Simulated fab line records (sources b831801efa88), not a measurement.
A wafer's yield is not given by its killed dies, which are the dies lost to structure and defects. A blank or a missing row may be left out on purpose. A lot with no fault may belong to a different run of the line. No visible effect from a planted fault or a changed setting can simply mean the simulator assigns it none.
Matching of chambers    flow sky130    SKY_VIA2_ETCH_14 on rieDiel-02: 4 sister chambers
The step etches BARC in N2/H2, stops on SiO2, time 45.9 s, target depth 60 nm. 4 wafers are shown with their chamber, then 7 later ones without.

EACH WAFER AND ITS CHAMBER
wafer   chamber  drypumpMotorCurrentA (A)
L243.6  2        6.2
L252.3  3        5.3
L256.1  1        5.8
L256.3  0        5.8

WAFERS WITH NO CHAMBER GIVEN
wafer   drypumpMotorCurrentA (A)
L256.6  5.8
L259.2  5.8
L259.3  5.3
L259.4  5.7
L260.1  5.8
L260.5  5.8
L260.6  5.3

EACH ONE'S CHAMBER
wafer   from the rows above      in truth
L256.6  can't be placed: 0 or 1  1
L259.2  can't be placed: 0 or 1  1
L259.3  3                        3
L259.4  can't be placed: 0 or 1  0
L260.1  can't be placed: 0 or 1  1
L260.5  can't be placed: 0 or 1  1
L260.6  3                        3
Correct placement for 2 of the 7. Cannot be placed on the basis of these rows: 5; the candidates contain the true chamber in 5. Placed wrongly: 0.
How it was worked out, from the rows above alone: a wafer's distance from a chamber is the root of the sum, over the readings, of the square of ((its reading less the chamber's mean) divided by the reading's scatter). If the next closest chamber is less than 2 further off than the closest, the wafer can't be placed; otherwise it belongs to the closest. For every chamber, the mean is computed from those of its wafers that are shown. The scatter: root of mean squared gap, hidden wafer to nearest shown wafer, with one shown wafer a chamber.
